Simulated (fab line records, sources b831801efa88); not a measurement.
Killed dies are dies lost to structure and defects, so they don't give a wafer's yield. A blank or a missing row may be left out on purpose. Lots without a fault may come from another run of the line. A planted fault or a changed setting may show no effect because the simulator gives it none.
Which tool did it? | flow sky130 | 11 lots, 33 wafers sampled, at 1 step of a route of 708

WHAT THE GAUGES READ, wafer by wafer
SKY_CAP2M_THK_MEAS_04: measures by xrf.
lot  | measured     | on            | CAP2M_TIN_THK (nm)
L942 | day 40 05:48 | film_metro-02 | 199.4 199.5 199.3
L945 | day 40 23:43 | film_metro-02 | 204.0 202.9 202.6
L944 | day 41 01:23 | film_metro-02 | 198.0 199.9 196.0
L948 | day 41 19:30 | film_metro-01 | 196.3 196.0 195.3
L949 | day 42 01:16 | film_metro-02 | 197.4 196.7 195.8
L950 | day 42 08:51 | film_metro-03 | 198.2 193.2 193.9
L952 | day 43 03:01 | film_metro-01 | 196.2 197.7 198.7
L953 | day 43 09:08 | film_metro-02 | 197.1 197.5 197.4
L954 | day 43 18:22 | film_metro-01 | 196.0 200.0 199.9
L960 | day 45 06:08 | film_metro-02 | 197.3 202.0 202.4
L961 | day 45 10:14 | film_metro-01 | 200.8 203.1 203.0

WHICH TOOL RAN EACH LOT (tool, then ch and the chambers of the sampled wafers, then the start)
The record holds no process step before these readings.

WHAT THE TOOLS THEMSELVES READ (means of the sampled wafers that have a number; where no wafer has one, the mark that the record gives instead)
The record holds no such reading with a usual standard deviation.

THE ANSWER, worked out from the rows above alone
Rule: what is usual is taken from the lots themselves. Put in order of their means at a reading, lots are off if they are a third of the lots or fewer, leave a main group of 4 or more, and stand apart from it by a gap of 3 or more times the standard deviation of the main group's means; of several such gaps the widest counts. A main group whose means are all the same, to the digits that the tables above print for the reading, isn't used. A lot without any number at a reading at which 4 lots or more have one is off too. The other lots that the step has rows for count as sound. The gauges are gone through in route order, then the tools' own readings, and for those a lot's mean is taken as printed above. The first step at which some lot is off is used, and at that step the reading that is off furthest; a lot without a number counts as furthest.
No lot is off at any reading shown: from this, nothing can be told.

WHAT THE SIMULATOR HAD PUT IN
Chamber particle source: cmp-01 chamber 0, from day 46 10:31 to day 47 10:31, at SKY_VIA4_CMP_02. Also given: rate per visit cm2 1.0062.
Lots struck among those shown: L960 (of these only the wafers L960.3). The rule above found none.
